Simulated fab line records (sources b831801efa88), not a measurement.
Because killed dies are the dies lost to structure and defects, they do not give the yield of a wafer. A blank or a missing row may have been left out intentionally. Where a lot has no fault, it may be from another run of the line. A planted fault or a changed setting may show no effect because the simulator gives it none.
Which tool is to blame?	flow gf180mcu	7 lots with 21 wafers sampled at 2 steps, on a route of 602 steps

WHAT EACH GAUGE READ, for each wafer
GF_VT_IMPLANT_RS_MEAS_49: a four-point-probe measurement.
lot	measured	on	MVPSD_RS (ohm/sq)
L783	day 8 05:53	filmMetro-01	1169 1167 1168
L786	day 9 05:22	filmMetro-04	1169 1168 1169
L788	day 9 17:52	filmMetro-01	1177 1175 1175
L791	day 10 19:41	filmMetro-01	1172 1173 1172
L799	day 12 21:49	filmMetro-01	1202 1202 1203
L801	day 13 16:03	filmMetro-03	1166 1164 1165
L803	day 14 02:08	filmMetro-03	1192 1191 1195

TOOL THAT RAN EACH LOT (tool first, then ch and the chambers of the sampled wafers, then the start)
lot	GF_MVPSD_IMPLANT_08
L783	implanter-03 ch 0, day 5 15:53
L786	implanter-03 ch 0, day 6 12:00
L788	implanter-03 ch 0, day 7 00:14
L791	implanter-01 ch 0, day 7 22:40
L799	implanter-03 ch 0, day 9 17:23
L801	implanter-02 ch 0, day 10 09:13
L803	implanter-03 ch 0, day 10 18:35
- GF_MVPSD_IMPLANT_08

THE ANSWER, worked out from the rows above alone
Rule: usual is defined by the lots themselves. Put in order of their means at a reading, lots are off if they are a third of the lots or fewer, leave a main group of 4 or more, and stand apart from it by a gap of 3 or more times the standard deviation of the main group's means; of several such gaps the widest counts. Not used: any main group whose means are identical at the precision the tables above print for the reading. A lot without any number at a reading at which 4 lots or more have one is off too. Any other lot the step has rows for is counted as sound.
Off: at GF_VT_IMPLANT_RS_MEAS_49 (MVPSD_RS), L799, L803. The main group has a mean of 1170 ohm/sq with a standard deviation of 3.7.
If a tool, at a process step before that reading, ran all the lots that are off and no sound lot after the first of them, it fits. Those tools and the gauges at GF_VT_IMPLANT_RS_MEAS_49 are tried in the same way. One fits: implanter-03 at GF_MVPSD_IMPLANT_08. A fault onset in the window from L788 (day 7 00:14, its last sound lot) to L799 (day 9 17:23, its first lot off) fits.

WHAT THE SIMULATOR HAD INSERTED
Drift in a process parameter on implanter-03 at GF_MVPSD_IMPLANT_08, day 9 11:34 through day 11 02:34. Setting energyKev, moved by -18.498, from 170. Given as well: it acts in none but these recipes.
Shown lots that were struck: L799, L803. The rule above found the same.
